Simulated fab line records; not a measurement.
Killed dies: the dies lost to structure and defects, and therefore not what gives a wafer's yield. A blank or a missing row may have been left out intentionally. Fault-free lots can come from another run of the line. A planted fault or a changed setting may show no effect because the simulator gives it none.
fab line records	flow gf180mcu
[record] lots = 14	wafers = 42	lastDay = 34
route steps=602 shown M2@378 V2@399 M3@411
lots untouched by any fault: they come from a run of this same line in which no faults occurred
startH: start of the lot's first displayed wafer, in hours after the record's first day	waitH: hours from the lot's prior step to this one	" the same as in the row above	L1.1+2: a single row standing in for several wafers	- either no value or no given start	* or withheld: withheld	< > ~ a bound
route shown NAME@n: a module of which the file shows steps, and the number in the route of the first	usual: mean/standard deviation of fault-free wafers	same: alike in all rows	chamber/n: place in a boat	sites: the reading at each site	_std_site: standard deviation of those values	_edge_site: the outer-site mean with the inner-site mean subtracted	radiusMm: for every site, how far away it sits from the centre of the wafer	mask NAME#n: copy n	behind: tool/chamber where the wafer was last shaped	hold: cause of the lot's hold/its duration in hours/its outcome	device: names the non-switching transistor (n, p or np)	end of line: tests run on the same wafers once the route is complete	a step with no rows: only its recipe	killed: dies lost to structure and defects at the first sort, not the wafer's yield	map: shows each die of a wafer: x if killed, . if not, _ if none is there
set.NAME: the setting that was run; set.NAME@STEP: the one run at that earlier step	model.NAME: the simulator's own value behind a step, which no gauge read
steps of the route over a sample of lots; a table a step, a row a wafer
services: when a tool's chamber went out of use (startH, in hours from the record's first day, below 0 if earlier), for how many hours, and the reason
[[steps]]
[step GF_M2_METAL_ETCH_16]
[recipe] chemistry = Cl2/BCl3	maskMaterial = KrF	targetDepthNm = 627.5	stopOn = SiO2	pressureMtorr = 8	icpW = 800	biasW = 140	Cl2_flow_sccm = 80	bcl3FlowSccm = 40	timeS = 104.6
[usual] drypumpMotorCurrentA = 6.0/0.48	oesProductAu = 0.971/0.0064	throttleValvePct = 28.251/0.01
lot.wafer	tool	chamber	startH	waitH	drypumpMotorCurrentA	oesProductAu	rfHoursCounterH	throttleValvePct
L467.2	rieMetal-01	1	450.49	0.0	6.5	0.962	1	28.267
L467.3	"	1	"	"	6.6	0.968	-	28.257
L467.5	"	0	"	"	6.2	0.967	-	28.269
L471.2	rieMetal-03	1	486.63	0.1	5.1	0.970	-	28.250
L471.4	"	1	"	"	5.1	0.990	-	28.237
L471.6	"	1	"	"	5.1	0.976	-	28.251
L472.1	rieMetal-01	1	488.94	0.0	6.5	0.979	1	28.237
L472.3	"	1	"	"	6.5	0.984	-	28.230
L472.4	"	0	"	"	6.2	0.978	-	28.247
L474.1	rieMetal-02	1	513.89	0.0	5.8	0.974	8	28.251
L474.2	"	0	"	"	6.2	0.974	10	28.253
L474.6	"	0	"	"	6.2	0.963	-	28.252
L475.1	rieMetal-02	0	519.04	0.0	6.2	0.981	10	28.251
L475.3	"	0	"	"	6.2	0.974	-	28.237
L475.4	"	1	"	"	5.8	0.976	-	28.245
L476.1	rieMetal-02	1	524.24	0.0	5.7	0.977	8	28.258
L476.4	"	1	"	"	5.8	0.973	-	28.249
L476.5	"	1	"	"	5.8	0.963	-	28.249
L480.1	rieMetal-03	0	562.39	0.0	5.8	0.965	1	28.252
L480.3	"	1	"	"	5.1	0.974	-	28.231
L480.4	"	0	"	"	5.7	0.963	-	28.241
L481.1	rieMetal-02	1	570.89	0.0	5.8	0.971	9	28.246
L481.3	"	0	"	"	6.2	0.968	-	28.259
L481.6	"	1	"	"	5.8	0.968	-	28.243
L482.1	rieMetal-02	0	576.79	0.0	6.2	0.965	12	28.261
L482.3	"	1	"	"	5.8	0.963	-	28.245
L482.6	"	0	"	"	6.2	0.982	-	28.249
L483.3	rieMetal-01	1	583.72	0.1	6.5	0.958	-	28.241
L483.4	"	1	"	"	6.6	0.976	-	28.257
L483.5	"	1	"	"	6.6	0.960	-	28.257
L487.1	rieMetal-02	1	609.59	0.0	5.8	0.973	11	28.254
L487.4	"	1	"	"	5.8	0.977	-	28.264
L487.5	"	1	"	"	5.8	0.971	-	28.234
L488.4	rieMetal-01	0	616.97	0.0	6.2	0.959	-	28.253
L488.5	"	0	"	"	6.2	0.964	-	28.256
L488.6	"	1	"	"	6.6	0.961	-	28.241
L489.1	rieMetal-03	0	625.69	0.0	5.8	0.965	3	28.269
L489.3	"	0	"	"	5.7	0.968	-	28.252
L489.6	"	0	"	"	5.7	0.958	-	28.228
L490.1	rieMetal-01	1	627.44	0.0	6.6	0.961	6	28.250
L490.2	"	0	"	"	6.2	0.975	0	28.243
L490.3	"	1	"	"	6.5	0.964	-	28.258
[step GF_V2_ETCH_17]
[recipe] chemistry = C4F8/O2/Ar	maskMaterial = KrF	target = SiO2	stopOn = TiN	sourceW = 1500	biasW = 1200	pressureMtorr = 40	c4f8FlowSccm = withheld	O2_flow_sccm = 6	Ar_flow_sccm = 300	timeS = withheld	targetDepthA = 6300
[usual] oesProductAu = 0.856/0.0045
lot.wafer	tool	chamber	startH	waitH	oesProductAu
L467.2	rieDiel-04	2	-	-	0.853
L467.3	"	1	"	"	0.850
L467.5	"	0	"	"	0.848
L471.2	rieDiel-04	2	-	-	0.854
L471.4	"	3	"	"	0.856
L471.6	"	2	"	"	0.862
L472.1	rieDiel-02	2	-	-	0.848
L472.3	"	1	"	"	0.855
L472.4	"	3	"	"	0.853
L474.1	rieDiel-02	2	-	-	0.855
L474.2	"	1	"	"	0.851
L474.6	"	1	"	"	0.851
L475.1	rieDiel-04	1	-	-	0.851
L475.3	"	0	"	"	0.853
L475.4	"	3	"	"	0.861
L476.1	rieDiel-01	3	-	-	0.858
L476.4	"	0	"	"	0.858
L476.5	"	0	"	"	0.850
L480.1	rieDiel-04	3	-	-	0.857
L480.3	"	2	"	"	0.857
L480.4	"	0	"	"	0.852
L481.1	rieDiel-01	2	-	-	0.850
L481.3	"	0	"	"	0.856
L481.6	"	3	"	"	0.860
L482.1	rieDiel-04	3	-	-	0.858
L482.3	"	1	"	"	0.858
L482.6	"	2	"	"	0.862
L483.3	rieDiel-01	0	-	-	0.855
L483.4	"	1	"	"	0.862
L483.5	"	1	"	"	0.852
L487.1	rieDiel-02	2	-	-	0.856
L487.4	"	1	"	"	0.854
L487.5	"	1	"	"	0.859
L488.4	rieDiel-01	1	-	-	0.855
L488.5	"	0	"	"	0.863
L488.6	"	1	"	"	0.850
L489.1	rieDiel-04	0	-	-	0.863
L489.3	"	2	"	"	0.862
L489.6	"	3	"	"	0.857
L490.1	rieDiel-04	1	-	-	0.859
L490.2	"	2	"	"	0.859
L490.3	"	3	"	"	0.864
[step GF_V2_SPUTTER_21]
[recipe] material = Ti	targetThkNm = 15	chamberPressurePa = 5	powerW = 2500	substrateTempC = 200	timeS = 80.02
[usual] cathodeDcPowerW = 2500.0/0.44	chamberPressurePa = 4.998/0.0092	throttleValvePct = 30.0/1.3
lot.wafer	tool	chamber	startH	waitH	cathodeDcPowerW	chamberPressurePa	throttleValvePct
L467.2	pvdSputter-03	-	477.27	0.0	2500.2	4.994	30.8
L467.3	"	-	"	"	2500.1	4.997	31.4
L467.5	"	-	"	"	2500.0	4.993	31.1
L471.2	pvdSputter-04	-	512.66	0.0	2500.0	5.008	29.0
L471.4	"	-	"	"	2499.8	5.005	29.9
L471.6	"	-	"	"	2500.2	5.007	28.9
L472.1	pvdSputter-02	-	515.06	0.0	2500.4	4.993	30.0
L472.3	"	-	"	"	2501.0	4.999	29.4
L472.4	"	-	"	"	2499.9	5.014	28.4
L474.1	pvdSputter-04	-	539.39	0.0	2500.5	5.003	33.2
L474.2	"	-	"	"	2499.8	5.003	29.7
L474.6	"	-	"	"	2500.0	4.986	30.3
L475.1	pvdSputter-02	-	544.34	0.0	2500.4	4.999	29.5
L475.3	"	-	"	"	2499.9	5.005	29.9
L475.4	"	-	"	"	2500.1	5.015	28.7
L476.1	pvdSputter-02	-	549.80	0.0	2499.6	4.986	29.9
L476.4	"	-	"	"	2499.8	4.986	28.2
L476.5	"	-	"	"	2499.4	4.991	29.8
L480.1	pvdSputter-04	-	586.92	0.0	2500.3	4.995	30.4
L480.3	"	-	"	"	2499.3	5.001	29.7
L480.4	"	-	"	"	2500.7	5.002	33.4
L481.1	pvdSputter-02	-	594.35	0.0	2500.4	4.993	28.7
L481.3	"	-	"	"	2500.5	4.991	29.9
L481.6	"	-	"	"	2501.0	4.973	29.8
L482.1	pvdSputter-02	-	599.60	0.0	2500.1	4.997	28.5
L482.3	"	-	"	"	2499.7	4.995	28.5
L482.6	"	-	"	"	2500.0	5.010	28.4
L483.3	pvdSputter-03	-	606.70	0.0	2499.8	5.009	30.6
L483.4	"	-	"	"	2499.7	4.988	31.2
L483.5	"	-	"	"	2500.0	4.995	29.4
L487.1	pvdSputter-03	-	633.50	0.0	2499.6	4.991	29.5
L487.4	"	-	"	"	2500.2	4.995	31.4
L487.5	"	-	"	"	2500.2	5.001	31.4
L488.4	pvdSputter-04	-	640.19	0.0	2499.7	5.014	30.0
L488.5	"	-	"	"	2500.1	5.006	33.4
L488.6	"	-	"	"	2500.9	5.023	29.8
L489.1	pvdSputter-03	-	647.54	0.0	2499.6	5.004	31.1
L489.3	"	-	"	"	2500.3	5.005	29.3
L489.6	"	-	"	"	2500.0	4.987	29.8
L490.1	pvdSputter-02	-	649.20	0.0	2499.9	4.993	29.7
L490.2	"	-	"	"	2500.4	5.001	28.6
L490.3	"	-	"	"	2499.7	4.997	28.2
[step GF_M3_SPUTTER_02]
[recipe] material = AlCu	targetThkNm = 450	powerW = 10600	timeS = 23.9	chamberPressurePa = 0.4
[usual] cathodeDcPowerW = 10600/1.8	chamberPressurePa = 0.3999/0.00078	throttleValvePct = 30.2/0.9
lot.wafer	tool	chamber	startH	waitH	cathodeDcPowerW	chamberPressurePa	throttleValvePct
L467.2	pvdSputter-02	-	478.09	0.0	10603	0.4001	28.6
L467.3	"	-	"	"	10598	0.3992	28.5
L467.5	"	-	"	"	10594	0.4006	29.9
L471.2	pvdSputter-03	-	513.61	0.0	10603	0.3997	30.9
L471.4	"	-	"	"	10601	0.4002	31.3
L471.6	"	-	"	"	10598	0.3987	29.3
L472.1	pvdSputter-01	-	515.88	0.0	10599	0.3993	30.9
L472.3	"	-	"	"	10598	0.3993	30.4
L472.4	"	-	"	"	10599	0.4009	30.6
L474.1	pvdSputter-01	-	540.22	0.0	10598	0.3998	30.4
L474.2	"	-	"	"	10599	0.4004	30.9
L474.6	"	-	"	"	10602	0.3990	30.6
L475.1	pvdSputter-01	-	545.16	0.0	10602	0.3998	30.6
L475.3	"	-	"	"	10601	0.4011	30.6
L475.4	"	-	"	"	10598	0.4015	30.5
L476.1	pvdSputter-01	-	550.63	0.0	10602	0.4009	30.6
L476.4	"	-	"	"	10600	0.3996	30.8
L476.5	"	-	"	"	10602	0.4006	31.1
L480.1	pvdSputter-03	-	587.74	0.0	10601	0.3994	31.7
L480.3	"	-	"	"	10601	0.3996	31.0
L480.4	"	-	"	"	10600	0.3999	29.4
L481.1	pvdSputter-03	-	595.17	0.0	10601	0.3985	31.1
L481.3	"	-	"	"	10598	0.4005	29.6
L481.6	"	-	"	"	10598	0.4000	29.4
L482.1	pvdSputter-03	-	600.42	0.0	-	-	-
L482.3	"	-	"	"	-	-	-
L482.6	"	-	"	"	-	-	-
L483.3	pvdSputter-01	-	607.53	0.0	-	-	-
L483.4	"	-	"	"	-	-	-
L483.5	"	-	"	"	-	-	-
L487.1	pvdSputter-02	-	634.33	0.0	10602	0.4001	28.4
L487.4	"	-	"	"	10601	0.3994	30.0
L487.5	"	-	"	"	10598	0.3997	28.5
L488.4	pvdSputter-03	-	641.01	0.0	10599	0.4002	30.7
L488.5	"	-	"	"	10600	0.3985	31.0
L488.6	"	-	"	"	10602	0.4000	29.1
L489.1	pvdSputter-03	-	648.36	0.0	10600	0.4000	30.7
L489.3	"	-	"	"	10600	0.4014	31.3
L489.6	"	-	"	"	10603	0.3991	31.2
L490.1	pvdSputter-03	-	650.10	0.0	10596	0.4008	30.9
L490.2	"	-	"	"	10600	0.3991	31.2
L490.3	"	-	"	"	10598	0.4000	30.5
[step GF_M3_RS_MEAS_05]
[recipe] thkMeasGauge = four-point-probe	reads = TiN_of_M3_SPUTTER_04+Ti_of_M3_SPUTTER_03+AlCu_of_M3_SPUTTER_02+TiN_of_M3_SPUTTER_01+Ti_of_M3_SPUTTER_00
[usual] M3_ALCU_RS = 0.0693/0.00072
lot.wafer	tool	chamber	startH	waitH	M3_ALCU_RS[ohm/sq]
L467.2	filmMetro-04	-	478.20	0.0	0.0696
L467.3	"	-	"	"	0.0699
L467.5	"	-	"	"	0.0700
L471.2	filmMetro-01	-	513.72	0.0	0.0696
L471.4	"	-	"	"	0.0691
L471.6	"	-	"	"	0.0689
L472.1	filmMetro-03	-	515.97	0.0	0.0688
L472.3	"	-	"	"	0.0688
L472.4	"	-	"	"	0.0689
L474.1	filmMetro-01	-	540.31	0.0	0.0692
L474.2	"	-	"	"	0.0694
L474.6	"	-	"	"	0.0690
L475.1	filmMetro-04	-	545.25	0.0	0.0689
L475.3	"	-	"	"	0.0687
L475.4	"	-	"	"	0.0689
L476.1	filmMetro-04	-	550.72	0.0	0.0694
L476.4	"	-	"	"	0.0687
L476.5	"	-	"	"	0.0697
L480.1	filmMetro-01	-	587.83	0.0	0.0692
L480.3	"	-	"	"	0.0699
L480.4	"	-	"	"	0.0692
L481.1	filmMetro-04	-	595.26	0.0	0.0690
L481.3	"	-	"	"	0.0690
L481.6	"	-	"	"	0.0690
L482.1	filmMetro-04	-	600.51	0.0	7.1302
L482.3	"	-	"	"	7.1227
L482.6	"	-	"	"	7.1417
L483.3	filmMetro-03	-	607.66	0.1	7.1730
L483.4	"	-	"	"	7.0985
L483.5	"	-	"	"	7.1430
L487.1	filmMetro-03	-	634.42	0.0	0.0694
L487.4	"	-	"	"	0.0702
L487.5	"	-	"	"	0.0701
L488.4	filmMetro-03	-	641.16	0.1	0.0691
L488.5	"	-	"	"	0.0683
L488.6	"	-	"	"	0.0680
L489.1	filmMetro-03	-	648.45	0.0	0.0695
L489.3	"	-	"	"	0.0694
L489.6	"	-	"	"	0.0690
L490.1	filmMetro-03	-	650.19	0.0	0.0693
L490.2	"	-	"	"	0.0702
L490.3	"	-	"	"	0.0693
[step GF_M3_THK_MEAS_06]
[recipe] thkMeasGauge = xrf	reads = AlCu_of_M3_SPUTTER_02
[usual] M3_ALCU_THK = 459/5
lot.wafer	tool	chamber	startH	waitH	M3_ALCU_THK[nm]
L467.2	filmMetro-04	-	478.31	0.1	455
L467.3	"	-	"	"	455
L467.5	"	-	"	"	454
L471.2	filmMetro-01	-	513.83	0.1	453
L471.4	"	-	"	"	460
L471.6	"	-	"	"	459
L472.1	filmMetro-03	-	516.09	0.1	460
L472.3	"	-	"	"	460
L472.4	"	-	"	"	460
L474.1	filmMetro-01	-	540.43	0.1	460
L474.2	"	-	"	"	458
L474.6	"	-	"	"	463
L475.1	filmMetro-04	-	545.37	0.1	461
L475.3	"	-	"	"	463
L475.4	"	-	"	"	462
L476.1	filmMetro-04	-	550.84	0.1	461
L476.4	"	-	"	"	466
L476.5	"	-	"	"	457
L480.1	filmMetro-01	-	587.95	0.1	459
L480.3	"	-	"	"	455
L480.4	"	-	"	"	459
L481.1	filmMetro-04	-	595.38	0.1	468
L481.3	"	-	"	"	466
L481.6	"	-	"	"	467
L482.1	filmMetro-04	-	600.63	0.1	<0
L482.3	"	-	"	"	<0
L482.6	"	-	"	"	<0
L483.3	filmMetro-03	-	607.76	0.1	<0
L483.4	"	-	"	"	<0
L483.5	"	-	"	"	<0
L487.1	filmMetro-03	-	634.54	0.1	455
L487.4	"	-	"	"	450
L487.5	"	-	"	"	452
L488.4	filmMetro-03	-	641.25	0.1	457
L488.5	"	-	"	"	462
L488.6	"	-	"	"	462
L489.1	filmMetro-03	-	648.57	0.1	455
L489.3	"	-	"	"	457
L489.6	"	-	"	"	463
L490.1	filmMetro-03	-	650.31	0.1	458
L490.2	"	-	"	"	454
L490.3	"	-	"	"	458
[[services]]
tool	chamber	startH	hours	kind
rieDiel-02	2	431.97	10.1	repair
rieDiel-04	3	448.51	7.9	repair
rieDiel-02	-	456.90	15.6	pm
rieMetal-02	-	471.91	2.8	pm
pvdSputter-04	-	477.70	3.3	repair
rieDiel-04	3	480.88	2.4	repair
rieDiel-01	1	485.87	6.2	repair
rieDiel-04	0	509.30	5.2	repair
rieMetal-03	-	510.77	15.6	pm
rieMetal-01	-	519.99	2.8	pm
rieDiel-02	0	532.83	7.5	repair
rieDiel-04	0	548.93	6.8	repair
rieDiel-04	2	555.11	6.5	repair
pvdSputter-01	-	557.31	3.1	repair
rieMetal-01	0	579.33	11.2	repair
pvdSputter-02	-	581.57	7.5	repair
pvdSputter-01	-	588.58	15.1	repair
rieMetal-01	-	595.73	2.5	repair
rieDiel-04	1	600.68	3.8	repair
rieDiel-04	1	609.56	3.6	repair
rieDiel-04	0	619.81	4.6	repair
rieMetal-03	-	623.62	1.4	pm
rieDiel-04	0	648.04	29.1	repair
rieDiel-04	2	649.18	3.7	repair
[[key]]
[firstSign] step = GF_M3_SPUTTER_02	reading = toolRecord	direction = missing
[effect] step = GF_M3_RS_MEAS_05	reading = M3_ALCU_RS	direction = up	sigmas = 99+	usual = 0.0693	struck = 7.1348
[effect] step = GF_M3_THK_MEAS_06	reading = M3_ALCU_THK	direction = down	sigmas = 91	usual = 459	struck = <0
metAt GF_M3_SPUTTER_02
struckLots L482,L483
laterRowsLeftOut L482.1,L482.3,L482.6,L483.3,L483.4,L483.5
sortLeftOut L482.1,L482.3,L482.6,L483.3,L483.4,L483.5
notActingAt GF_M2_METAL_ETCH_16,GF_V2_ETCH_17,GF_V2_SPUTTER_21
onsetBetween 595.17 600.42
[fault] kind = skippedStepWhole	tool = pvdSputter-01,pvdSputter-03	chamber = -	onsetH = 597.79	steps = GF_M3_SPUTTER_02	scope = struckLotsOnly
// sortLeftOut: the simulated sort isn't trusted on such a fault, so these wafers' sort isn't shown, and their yield isn't known
// laterRowsLeftOut: the simulator's readings of these wafers behind a module that went badly wrong aren't trusted and aren't shown, but for the sort
